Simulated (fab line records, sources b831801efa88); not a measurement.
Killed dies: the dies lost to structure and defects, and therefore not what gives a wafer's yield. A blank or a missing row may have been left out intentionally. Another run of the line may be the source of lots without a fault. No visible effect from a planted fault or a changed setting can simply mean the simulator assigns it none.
Struck lot and sound lot, side by side | flow sky130 | 30 steps out of a route of 708
Sound: these wafers, L860.3, L860.4, L860.5. Struck: wafers L868.1, L868.3, L868.4. The cause is named last.
For every step that has rows: the tool of each side, followed by ch and its chambers, followed by its first start. Under that, the readings that differ: sound wafers | struck wafers | difference of the means | sigmas: that difference in standard deviations of wafers without a fault.
alike: readings with means less than 2 such deviations apart, plus words and numbers identical on both sides. not compared: withheld readings, readings lacking a value on some wafer, bounds such as >300 that could conceal the same value, and numbers that have no deviation in the record and whose values overlap.
A row with sigmas, a row that says differs or no value, or rows on one side alone: a step with any of these is where the two part. When numbers do not overlap yet have no deviation, they are printed without sigmas and do not part them. A reading missing from all wafers of one side parts the sides only when that side holds two or more wafers.

SKY_PWDE_STRIP_09: strips in O2/N2.
  sound on plasma-asher-04 ch 0,1, day 6 03:32; struck on plasma-asher-01 ch 0,1, day 8 01:50
  alike: drypump-motor-current-A, o2-flow-sccm, oes-product-au, strip-time-to-endpoint-s
  not compared: rf-hours-counter-h
SKY_PWDE_TW_MEAS_10:
  sound: film-metro-03 at day 6 03:37; struck: film-metro-01 at day 8 01:56
  alike: PWDE_TW
then, 7 steps without rows for these wafers: SKY_NWELL_DEHYDRATE_03 (time 60 s); SKY_NWELL_HMDS_04 (prime time 60 s); SKY_NWELL_COAT_05 (resist thk 3000 nm); SKY_NWELL_SOFTBAKE_06; SKY_NWELL_EXPOSE_07 (exposes mask NWM, target cd 840 nm); SKY_NWELL_PEB_08; SKY_NWELL_DEVELOP_09 (develop time 60 s).
SKY_NWELL_OVL_MEAS_10:
  sound: overlay-01 at day 6 23:19; struck: overlay-01 at day 8 22:19
  alike: NWELL_00_OVL
then, 2 steps without rows for these wafers: SKY_NWELL_IMPLANT_11; SKY_NWELL_IMPLANT_12.
SKY_NWELL_IMPLANT_13:
  sound on implanter-02 ch 0, day 6 23:41; struck on implanter-02 ch 0, day 8 22:40
  reading            | sound                         | struck                        | difference | sigmas
  dose-ions-cm2      | 7.004e+11 6.986e+11 6.996e+11 | 5.092e+11 5.072e+11 5.071e+11 | -1.917e+11 | -99 or more
  faraday-current-uA | 4.15 3.91 3.81                | 2.90 2.93 2.90                | -1.05      | -14
  alike: beam-on-s, end-station-pressure-torr
SKY_NWELL_STRIP_14: strips in O2/N2.
  sound on plasma-asher-01 ch 0,1, day 6 23:50; struck on plasma-asher-01 ch 0,1, day 8 22:49
  alike: drypump-motor-current-A, o2-flow-sccm, oes-product-au, strip-time-to-endpoint-s
  not compared: rf-hours-counter-h
SKY_NWELL_TW_MEAS_15:
  sound: film-metro-01 at day 6 23:55; struck: film-metro-04 at day 8 22:55
  alike: NWELL_TW
then, 7 steps without rows for these wafers: SKY_NWELL_DEHYDRATE_16 (time 60 s); SKY_NWELL_HMDS_17 (prime time 60 s); SKY_NWELL_COAT_18 (resist thk 3000 nm); SKY_NWELL_SOFTBAKE_19; SKY_NWELL_EXPOSE_20 (exposes mask NWM COMPLEMENT, target cd 840 nm); SKY_NWELL_PEB_21; SKY_NWELL_DEVELOP_22 (develop time 60 s).
SKY_NWELL_OVL_MEAS_23:
  sound: overlay-02 at day 7 20:12; struck: overlay-01 at day 9 20:25
  alike: NWELL_01_OVL
next, for these wafers, 1 step has no rows: SKY_NWELL_IMPLANT_24.
SKY_NWELL_STRIP_25: strips in O2/N2.
  sound on plasma-asher-01 ch 0,1, day 7 20:25; struck on plasma-asher-01 ch 0,1, day 9 20:35
  alike: drypump-motor-current-A, o2-flow-sccm, oes-product-au, strip-time-to-endpoint-s
  not compared: rf-hours-counter-h
SKY_NWELL_TW_MEAS_26:
  sound: film-metro-03 at day 7 20:30; struck: film-metro-03 at day 9 20:41
  alike: NWELL_2_TW
then, 1 step without rows for these wafers: SKY_NWELL_CLEAN_27 (cleans in SC1/SC2, time 150 s).
SKY_NWELL_RTA_28: time 30 s.
  sound on rtp-anneal-02 ch 0, day 7 20:38; struck on rtp-anneal-01 ch 0, day 9 20:48
  alike: lamp-power-pct, ramp-down-c-per-s, ramp-up-c-per-s, wafer_temp_C_max
SKY_NWELL_RS_MEAS_29: measurement is done with a four-point probe.
  sound: film-metro-01 at day 7 20:44; struck: film-metro-01 at day 9 20:54
  reading           | sound             | struck            | difference | sigmas
  NWELL_RS (ohm/sq) | 623.0 625.3 623.9 | 632.0 629.6 632.0 | +7.1       | +4
-- the record jumps here: 40 days lie between the struck wafers' starts before and after (it left off in module NWELL and takes up again in module PAD_OPEN, whose first step shown is number 708 of the route) --
SKY_PAD_OPEN_PROBE_99:
  sound: prober-02 at day 48 11:22; struck: prober-02 at day 50 06:01
  reading                                   | sound                   | struck                  | difference | sigmas
  model.etest.pfet-g5v0d10v5.r-on-ohm-um    | 4750 4848 4761          | 4720 4672 4659          | -103       |
  model.etest.pfet_01v8_lvt.drive-ua-um     | 173.6 171.2 174.1       | 180.6 180.7 184         | +8.8       |
  model.etest.pfet-g5v0d10v5.off-log10-a-um | -12.53 -12.79 -12.6     | -11.95 -11.47 -11.73    | +0.92      |
  model.etest.pfet_01v8_lvt.off-log10-a-um  | -9.133 -9.062 -9.071    | -8.258 -8.26 -8.295     | +0.818     |
  model.etest.pfet-g5v0d10v5.vt-sat-v (V)   | -0.6335 -0.6611 -0.6368 | -0.581 -0.5451 -0.5588  | +0.082     |
  model.etest.pfet_16v.vt-v (V)             | -1.099 -1.098 -1.099    | -1.028 -1.025 -1.023    | +0.073     |
  model.etest.pfet-g5v0d10v5.vt-v (V)       | -0.8271 -0.8519 -0.8273 | -0.7939 -0.7592 -0.7708 | +0.0608    |
  alike: killed_at_M0_to_M3, killed_at_M4_up, killed-at-contacts, killed-at-front-end, killed-at-other, killed-dies, killed-open, killed-short
  not compared: model.etest.pfet-g5v0d10v5.drive-ua-um

## WHERE THEY PART
At SKY_NWELL_IMPLANT_13 first; at SKY_NWELL_RS_MEAS_29 last (within this record only). Later steps at which nothing parts them and some readings are alike: SKY_PAD_OPEN_PROBE_99.

WHY: what had been put in by the simulator
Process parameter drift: implanter-02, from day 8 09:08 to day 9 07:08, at SKY_NWELL_IMPLANT_13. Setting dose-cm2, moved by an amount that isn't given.
